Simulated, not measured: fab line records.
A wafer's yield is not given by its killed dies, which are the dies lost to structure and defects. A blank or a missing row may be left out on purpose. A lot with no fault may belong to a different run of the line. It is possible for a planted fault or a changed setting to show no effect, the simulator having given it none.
Which tool did it? || flow gf180mcu || 42 wafers from 14 lots sampled at 5 of the route's 602 steps

## WHAT THE GAUGES READ, wafer by wafer
GF_VT_IMPLANT_OVL_MEAS_07.
{"lot": "L313", "measured": "day 5 12:44", "on": "overlay-02", "VT_IMPLANT_OVL (nm)": "1.5 2.0 2.8"}
{"lot": "L314", "measured": "day 5 20:20", "on": "overlay-01", "VT_IMPLANT_OVL (nm)": "3.0 3.4 2.9"}
{"lot": "L315", "measured": "day 5 22:58", "on": "overlay-01", "VT_IMPLANT_OVL (nm)": "0.2 -0.2 -0.5"}
{"lot": "L316", "measured": "day 6 09:13", "on": "overlay-02", "VT_IMPLANT_OVL (nm)": "2.7 2.8 3.4"}
{"lot": "L318", "measured": "day 7 02:22", "on": "overlay-01", "VT_IMPLANT_OVL (nm)": "2.2 1.8 -0.2"}
{"lot": "L317", "measured": "day 7 02:34", "on": "overlay-02", "VT_IMPLANT_OVL (nm)": "-1.6 -1.7 -1.7"}
{"lot": "L319", "measured": "day 7 18:37", "on": "overlay-02", "VT_IMPLANT_OVL (nm)": "0.3 -0.6 -1.8"}
{"lot": "L321", "measured": "day 8 01:46", "on": "overlay-01", "VT_IMPLANT_OVL (nm)": "2.3 4.2 4.4"}
{"lot": "L324", "measured": "day 8 13:49", "on": "overlay-02", "VT_IMPLANT_OVL (nm)": "-139.4 -141.0 -141.8"}
{"lot": "L328", "measured": "day 9 14:12", "on": "overlay-02", "VT_IMPLANT_OVL (nm)": "-138.8 -141.6 -139.9"}
{"lot": "L330", "measured": "day 9 23:31", "on": "overlay-01", "VT_IMPLANT_OVL (nm)": "1.0 1.4 3.6"}
{"lot": "L331", "measured": "day 10 07:19", "on": "overlay-01", "VT_IMPLANT_OVL (nm)": "0.8 1.1 1.9"}
{"lot": "L332", "measured": "day 10 13:58", "on": "overlay-02", "VT_IMPLANT_OVL (nm)": "5.6 2.7 2.5"}
{"lot": "L335", "measured": "day 11 07:04", "on": "overlay-02", "VT_IMPLANT_OVL (nm)": "1.3 3.9 1.5"}

GF_VT_IMPLANT_RS_MEAS_49: measurement is done with a four-point probe.
{"lot": "L313", "measured": "day 7 11:52", "on": "film-metro-04", "MVPSD_RS (ohm/sq)": "1172 1173 1171"}
{"lot": "L314", "measured": "day 7 20:27", "on": "film-metro-02", "MVPSD_RS (ohm/sq)": "1168 1169 1168"}
{"lot": "L315", "measured": "day 7 22:37", "on": "film-metro-03", "MVPSD_RS (ohm/sq)": "1165 1167 1165"}
{"lot": "L316", "measured": "day 8 10:07", "on": "film-metro-03", "MVPSD_RS (ohm/sq)": "1175 1177 1176"}
{"lot": "L318", "measured": "day 9 05:16", "on": "film-metro-03", "MVPSD_RS (ohm/sq)": "1168 1168 1168"}
{"lot": "L317", "measured": "day 9 05:22", "on": "film-metro-02", "MVPSD_RS (ohm/sq)": "1172 1170 1170"}
{"lot": "L319", "measured": "day 9 22:47", "on": "film-metro-03", "MVPSD_RS (ohm/sq)": "1171 1174 1168"}
{"lot": "L321", "measured": "day 10 06:35", "on": "film-metro-02", "MVPSD_RS (ohm/sq)": "1165 1168 1166"}
{"lot": "L324", "measured": "day 10 20:20", "on": "film-metro-03", "MVPSD_RS (ohm/sq)": "1175 1179 1174"}
{"lot": "L328", "measured": "day 11 23:04", "on": "film-metro-03", "MVPSD_RS (ohm/sq)": "1171 1170 1170"}
{"lot": "L330", "measured": "day 12 08:47", "on": "film-metro-02", "MVPSD_RS (ohm/sq)": "1166 1169 1169"}
{"lot": "L331", "measured": "day 12 15:53", "on": "film-metro-03", "MVPSD_RS (ohm/sq)": "1170 1170 1173"}
{"lot": "L332", "measured": "day 12 23:49", "on": "film-metro-04", "MVPSD_RS (ohm/sq)": "1170 1173 1171"}
{"lot": "L335", "measured": "day 13 18:16", "on": "film-metro-02", "MVPSD_RS (ohm/sq)": "1164 1164 1162"}

GF_HV_LDD_OVL_MEAS_47.
{"lot": "L313", "measured": "day 12 05:14", "on": "overlay-01", "HV_LDD_03_OVL (nm)": "1.2 1.2 1.8"}
{"lot": "L314", "measured": "day 12 17:25", "on": "overlay-01", "HV_LDD_03_OVL (nm)": "1.4 0.0 1.2"}
{"lot": "L315", "measured": "day 12 20:49", "on": "overlay-01", "HV_LDD_03_OVL (nm)": "-2.4 0.2 -0.5"}
{"lot": "L316", "measured": "day 13 13:04", "on": "overlay-01", "HV_LDD_03_OVL (nm)": "1.0 1.1 1.0"}
{"lot": "L318", "measured": "day 14 09:04", "on": "overlay-02", "HV_LDD_03_OVL (nm)": "-3.1 -2.8 -2.5"}
{"lot": "L317", "measured": "day 14 11:37", "on": "overlay-02", "HV_LDD_03_OVL (nm)": "-1.6 1.2 -1.5"}
{"lot": "L319", "measured": "day 15 11:19", "on": "overlay-01", "HV_LDD_03_OVL (nm)": "-0.5 -0.6 -3.6"}
{"lot": "L321", "measured": "day 15 21:28", "on": "overlay-02", "HV_LDD_03_OVL (nm)": "1.1 0.8 1.5"}
{"lot": "L324", "measured": "day 16 10:56", "on": "overlay-01", "HV_LDD_03_OVL (nm)": "-1.7 -1.1 -0.2"}
{"lot": "L328", "measured": "day 17 17:14", "on": "overlay-01", "HV_LDD_03_OVL (nm)": "-1.9 -1.5 -0.9"}
{"lot": "L330", "measured": "day 18 02:40", "on": "overlay-01", "HV_LDD_03_OVL (nm)": "1.5 0.8 0.8"}
{"lot": "L331", "measured": "day 18 13:23", "on": "overlay-01", "HV_LDD_03_OVL (nm)": "-1.6 0.5 0.1"}
{"lot": "L332", "measured": "day 18 19:19", "on": "overlay-02", "HV_LDD_03_OVL (nm)": "-1.7 1.3 0.2"}
{"lot": "L335", "measured": "day 19 18:34", "on": "overlay-01", "HV_LDD_03_OVL (nm)": "1.1 1.9 2.9"}

## WHICH TOOL RAN EACH LOT (tool, then ch and the chambers of the sampled wafers, then the start)
{"lot": "L313", "GF_VT_IMPLANT_EXPOSE_04": "iline-stepper-01 ch 0, day 5 05:29", "GF_VT_IMPLANT_STRIP_20": "plasma-asher-04 ch 0,1, day 6 04:05"}
{"lot": "L314", "GF_VT_IMPLANT_EXPOSE_04": "iline-stepper-01 ch 0, day 5 13:27", "GF_VT_IMPLANT_STRIP_20": "plasma-asher-03 ch 0,1, day 6 11:23"}
{"lot": "L315", "GF_VT_IMPLANT_EXPOSE_04": "iline-stepper-02 ch 0, day 5 16:11", "GF_VT_IMPLANT_STRIP_20": "plasma-asher-04 ch 0,1, day 6 14:20"}
{"lot": "L316", "GF_VT_IMPLANT_EXPOSE_04": "iline-stepper-01 ch 0, day 6 01:53", "GF_VT_IMPLANT_STRIP_20": "plasma-asher-04 ch 0,1, day 7 00:56"}
{"lot": "L318", "GF_VT_IMPLANT_EXPOSE_04": "iline-stepper-01 ch 0, day 6 18:31", "GF_VT_IMPLANT_STRIP_20": "plasma-asher-03 ch 0,1, day 7 19:06"}
{"lot": "L317", "GF_VT_IMPLANT_EXPOSE_04": "iline-stepper-02 ch 0, day 6 18:47", "GF_VT_IMPLANT_STRIP_20": "plasma-asher-04 ch 0,1, day 7 19:11"}
{"lot": "L319", "GF_VT_IMPLANT_EXPOSE_04": "iline-stepper-01 ch 0, day 7 10:41", "GF_VT_IMPLANT_STRIP_20": "plasma-asher-03 ch 0,1, day 8 10:59"}
{"lot": "L321", "GF_VT_IMPLANT_EXPOSE_04": "iline-stepper-01 ch 0, day 7 18:02", "GF_VT_IMPLANT_STRIP_20": "plasma-asher-04 ch 0,1, day 8 18:05"}
{"lot": "L324", "GF_VT_IMPLANT_EXPOSE_04": "iline-stepper-02 ch 0, day 8 06:10", "GF_VT_IMPLANT_STRIP_20": "plasma-asher-03 ch 0,1, day 9 07:20"}
{"lot": "L328", "GF_VT_IMPLANT_EXPOSE_04": "iline-stepper-02 ch 0, day 9 06:20", "GF_VT_IMPLANT_STRIP_20": "plasma-asher-03 ch 0,1, day 10 08:36"}
{"lot": "L330", "GF_VT_IMPLANT_EXPOSE_04": "iline-stepper-01 ch 0, day 9 14:50", "GF_VT_IMPLANT_STRIP_20": "plasma-asher-03 ch 0, day 10 17:50"}
{"lot": "L331", "GF_VT_IMPLANT_EXPOSE_04": "iline-stepper-01 ch 0, day 9 23:13", "GF_VT_IMPLANT_STRIP_20": "plasma-asher-03 ch 0,1, day 11 01:56"}
{"lot": "L332", "GF_VT_IMPLANT_EXPOSE_04": "iline-stepper-01 ch 0, day 10 05:07", "GF_VT_IMPLANT_STRIP_20": "plasma-asher-03 ch 0,1, day 11 08:44"}
{"lot": "L335", "GF_VT_IMPLANT_EXPOSE_04": "iline-stepper-01 ch 0, day 10 22:04", "GF_VT_IMPLANT_STRIP_20": "plasma-asher-02 ch 0,1, day 12 02:02"}
- GF_VT_IMPLANT_EXPOSE_04: exposes mask LVPWELL LV AREA, target cd 600 nm.
- GF_VT_IMPLANT_STRIP_20: strips in O2/N2.

## WHAT THE TOOLS THEMSELVES READ (means of the sampled wafers that have a number; where no wafer has one, the mark that the record gives instead)
GF_VT_IMPLANT_STRIP_20.
{"lot": "L313", "tool": "plasma-asher-04", "drypump-motor-current-A (A)": 5.2, "heater-power-w (W)": 302, "oes-product-au (a.u.)": 0.716, "strip-time-to-endpoint-s (s)": 12.60}
{"lot": "L314", "tool": "plasma-asher-03", "drypump-motor-current-A (A)": 5.6, "heater-power-w (W)": 406, "oes-product-au (a.u.)": 0.717, "strip-time-to-endpoint-s (s)": 12.64}
{"lot": "L315", "tool": "plasma-asher-04", "drypump-motor-current-A (A)": 5.2, "heater-power-w (W)": 304, "oes-product-au (a.u.)": 0.712, "strip-time-to-endpoint-s (s)": 12.65}
{"lot": "L316", "tool": "plasma-asher-04", "drypump-motor-current-A (A)": 5.1, "heater-power-w (W)": 301, "oes-product-au (a.u.)": 0.716, "strip-time-to-endpoint-s (s)": 12.61}
{"lot": "L318", "tool": "plasma-asher-03", "drypump-motor-current-A (A)": 5.6, "heater-power-w (W)": 398, "oes-product-au (a.u.)": 0.716, "strip-time-to-endpoint-s (s)": 12.61}
{"lot": "L317", "tool": "plasma-asher-04", "drypump-motor-current-A (A)": 5.2, "heater-power-w (W)": 303, "oes-product-au (a.u.)": 0.716, "strip-time-to-endpoint-s (s)": 12.64}
{"lot": "L319", "tool": "plasma-asher-03", "drypump-motor-current-A (A)": 5.6, "heater-power-w (W)": 402, "oes-product-au (a.u.)": 0.717, "strip-time-to-endpoint-s (s)": 12.64}
{"lot": "L321", "tool": "plasma-asher-04", "drypump-motor-current-A (A)": 5.7, "heater-power-w (W)": 310, "oes-product-au (a.u.)": 0.714, "strip-time-to-endpoint-s (s)": 12.64}
{"lot": "L324", "tool": "plasma-asher-03", "drypump-motor-current-A (A)": 5.6, "heater-power-w (W)": 406, "oes-product-au (a.u.)": 0.712, "strip-time-to-endpoint-s (s)": 12.60}
{"lot": "L328", "tool": "plasma-asher-03", "drypump-motor-current-A (A)": 5.6, "heater-power-w (W)": 367, "oes-product-au (a.u.)": 0.715, "strip-time-to-endpoint-s (s)": 12.64}
{"lot": "L330", "tool": "plasma-asher-03", "drypump-motor-current-A (A)": 5.7, "heater-power-w (W)": 434, "oes-product-au (a.u.)": 0.714, "strip-time-to-endpoint-s (s)": 12.68}
{"lot": "L331", "tool": "plasma-asher-03", "drypump-motor-current-A (A)": 5.5, "heater-power-w (W)": 366, "oes-product-au (a.u.)": 0.716, "strip-time-to-endpoint-s (s)": 12.67}
{"lot": "L332", "tool": "plasma-asher-03", "drypump-motor-current-A (A)": 5.6, "heater-power-w (W)": 374, "oes-product-au (a.u.)": 0.718, "strip-time-to-endpoint-s (s)": 12.62}
{"lot": "L335", "tool": "plasma-asher-02", "drypump-motor-current-A (A)": 5.9, "heater-power-w (W)": 294, "oes-product-au (a.u.)": 0.720, "strip-time-to-endpoint-s (s)": 12.68}

## THE ANSWER, worked out from the rows above alone
Rule: usual is defined by the lots themselves. Put in order of their means at a reading, lots are off if they are a third of the lots or fewer, leave a main group of 4 or more, and stand apart from it by a gap of 3 or more times the standard deviation of the main group's means; of several such gaps the widest counts. If all means in a main group match to the digits the tables above print for the reading, that group is not used. Also off: a lot with no number at a reading for which 4 or more lots have one. Where the step has rows for the other lots, those lots are counted as sound. Order of review: gauges by route order, followed by the tools' own readings, for which a lot's mean as printed above is used. The first step at which some lot is off is used, and at that step the reading that is off furthest; a lot without a number counts as furthest.
Off: at GF_VT_IMPLANT_OVL_MEAS_07 (VT_IMPLANT_OVL), L324, L328. The main group: mean 1.6 nm, standard deviation 1.6.
If a tool, at a process step before that reading, ran all the lots that are off and no sound lot after the first of them, it fits. Gauges at GF_VT_IMPLANT_OVL_MEAS_07: tried the same way as those tools. One fits: iline-stepper-02 at GF_VT_IMPLANT_EXPOSE_04. A fault onset in the window from L317 (day 6 18:47, its last sound lot) to L324 (day 8 06:10, its first lot off) fits.

## WHAT THE SIMULATOR HAD INSERTED
Scanner matching overlay: iline-stepper-02, from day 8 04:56 on, at GF_VT_IMPLANT_EXPOSE_04. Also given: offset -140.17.
Shown lots that were struck: L324, L328. Same finding as the rule above.
